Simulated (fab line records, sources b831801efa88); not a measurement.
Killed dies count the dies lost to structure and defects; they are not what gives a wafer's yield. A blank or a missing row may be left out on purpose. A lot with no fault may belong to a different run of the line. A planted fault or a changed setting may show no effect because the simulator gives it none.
Struck lot and sound lot, side by side :: flow gf180mcu :: 14 out of 602 route steps
Sound: the wafers L197.1, L197.4, L197.6. Struck: wafers L209.2, L209.4, L209.5. The cause is given at the end.
Per side, at each step with rows, come the tool, then ch with its chambers, and then its first start. Under that, the readings that differ: sound wafers :: struck wafers :: difference of the means :: sigmas: that difference in standard deviations of wafers without a fault.
alike: words and numbers the same on both sides, and readings whose means are apart by under 2 such deviations; not compared: readings that were withheld, readings missing a value for some wafer, numbers with overlapping values and no deviation given by the record, and bounds like >300 which may hide the same value.
Wherever a step has rows on one side only, a row that says differs or no value, or a row with sigmas, the two part there. Non-overlapping numbers with no deviation appear without sigmas and do not part them. Lack of a reading on every wafer of one side parts them only where that side has two or more wafers.

GF_V5_THK_MEAS_01:
  struck on film metro-01, day 32 11:37; sound on film metro-01, day 29 06:23
  alike: V5_CVD_00_THK
GF_V5_CVD_02: deposits SiO2 from TEOS, target thk 1450 nm, time 163.28 s.
  sound on pecvd-04 ch 0,1, day 29 06:26; struck on pecvd-03 ch 0,2, day 32 11:40
  alike: heater power w
GF_V5_THK_MEAS_03:
  struck on film metro-03, day 32 11:47; sound on film metro-04, day 29 06:33
  alike: V5_CVD_02_THK
GF_V5_CMP_04: polishes SiO2.
  sound on cmp-01 ch 1,2, day 29 06:40; struck on cmp-01 ch 1,2,3, day 32 11:56
  alike: motor current A
GF_V5_BOW_MEAS_05:
  struck on film metro-01, day 32 12:09; sound on film metro-03, day 29 06:55
  alike: V5_BOW
then, 7 steps without rows for these wafers: GF_V5_DEHYDRATE_06 (time 60 s); GF_V5_HMDS_07 (prime time 60 s); GF_V5_COAT_08; GF_V5_COAT_09 (resist thk 1000 nm); GF_V5_SOFTBAKE_10 (time 60 s); GF_V5_EXPOSE_11 (exposes mask Via5, target cd 260 nm); GF_V5_PEB_12 (peb time 90 s).
GF_V5_DEVELOP_13: develop time 60 s.
  sound on litho track-02 ch 0, day 30 01:54; struck on litho track-02, day 33 04:34
  no value came back on the struck wafers for chill plate temp C (C), develop time s (s), exhaust pa (Pa); on the sound wafers chill plate temp C (C) reads 23.02 22.95 22.97
reading: model.KrF_of_V5_COAT_09.thk nm (nm)
sound: 987.4 987.2 988.7
struck: 998.2 995.8 997.1
difference: +9.3
sigmas: 
GF_V5_CD_MEAS_14: target cd 260 nm.
  struck on cd sem-01, day 33 04:43; sound on cd sem-02, day 30 02:03
reading: cd nm (nm)
sound: 261.1 262.0 260.6
struck: - - -
difference: no value on the struck wafers
sigmas: 

== WHERE THEY PART ==
Last at GF_V5_CD_MEAS_14 as far as this record goes, first at GF_V5_DEVELOP_13.

WHY: what the simulator had put in
Whole step skipped at GF_V5_DEVELOP_13 on litho track-02, starting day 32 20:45. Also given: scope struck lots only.
